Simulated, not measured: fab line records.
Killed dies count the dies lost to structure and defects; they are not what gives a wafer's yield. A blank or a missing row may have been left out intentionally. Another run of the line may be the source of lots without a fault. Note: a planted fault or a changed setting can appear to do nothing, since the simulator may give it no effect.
A single fault, viewed from 2 desks | flow sky130 | each desk has only its own numbers; what lay behind them comes last

== THE METROLOGY DESK ==
What the gauges read, lot by lot, whatever tool the lot ran on: means of the sampled wafers that have a number. The brackets show how far a lot's mean lies from the usual mean; more than 4 standard deviations puts the lot out of limits, marked OUT.
Columns: A = SONOS_TUNNEL_TW at SKY_SONOS_TUNNEL_TW_MEAS_12, usual 198.5; B = SONOS_ONO_OXIDATION_THK at SKY_SONOS_ONO_THK_MEAS_01, usual 2.59 nm; C = SONOS_ONO_CVD_02_THK at SKY_SONOS_ONO_THK_MEAS_03, usual 10.47 nm; D = SONOS_ONO_CVD_04_THK at SKY_SONOS_ONO_THK_MEAS_05, usual 5.72 nm; E = cd nm at SKY_SONOS_ONO_CD_MEAS_13, usual 409.8 nm; F = SONOS_ONO_OVL at SKY_SONOS_ONO_OVL_MEAS_14, usual 0.2 nm
lot  | first seen here | A     | B    | C     | D    | E     | F
L557 | day 14 17:29    | 196.1 | 2.56 | 10.56 | 5.69 | 411.0 | -0.9
L558 | day 15 07:38    | 197.6 | 2.64 | 10.49 | 5.84 | 408.7 | 1.1
L560 | day 15 21:53    | 196.1 | 2.60 | 10.22 | 5.70 | 408.5 | 1.4
L561 | day 16 06:38    | 196.8 | 2.55 | 10.41 | 5.61 | 413.1 | 0.6
L566 | day 18 11:59    | 197.8 | 2.60 | 10.52 | 5.71 | 407.1 | 1.1
L567 | day 19 13:11    | 197.5 | 2.52 | 10.49 | 5.79 | 408.3 | 1.3
Finding of this desk: none of the 6 lots has anything out of limits.

== AT THE TOOL OWNER'S DESK: litho track-02 ==
At SKY_SONOS_ONO_SOFTBAKE_09 (time 60 s), the tool's own readings, given per lot that ran on this tool as the mean of the sampled wafers with a number. The brackets show how far a lot's mean lies from the usual mean; more than 4 standard deviations puts the lot out of limits, marked OUT.
Columns: A = heater power total W at SKY_SONOS_ONO_SOFTBAKE_09, usual 56.59 W; B = plate temp C at SKY_SONOS_ONO_SOFTBAKE_09, usual 90.03 C
lot  | first seen here | A               | B
L557 | day 15 11:06    | 59.97 (+89) OUT | 93.66 (+33) OUT
L558 | day 16 01:34    | 60.02 (+90) OUT | 93.83 (+35) OUT
L566 | day 19 07:15    | 56.63           | 90.14
This desk's verdict: out of limits on L557, L558, starting with L557 at day 15 11:06 (heater power total W at SKY_SONOS_ONO_SOFTBAKE_09). Within limits: L566.

== ALL TOGETHER ==
On L557, L558, at day 15 11:06, an alarm was possible from the tool owner's desk.
Nothing out of limits was seen by the metrology desk.
The metrology desk holds a record of L557, L558, inside its limits.
The lots listed all ran SKY_SONOS_ONO_SOFTBAKE_09 on litho track-02.

== WHAT WAS PUT IN BY THE SIMULATOR ==
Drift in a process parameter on litho track-02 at SKY_SONOS_ONO_SOFTBAKE_09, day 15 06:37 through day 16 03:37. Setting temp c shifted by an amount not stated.
Struck lots among those shown: L557, L558.
Delay in hours, fault start to first out-of-limits reading, by desk: the tool owner's desk at 4.
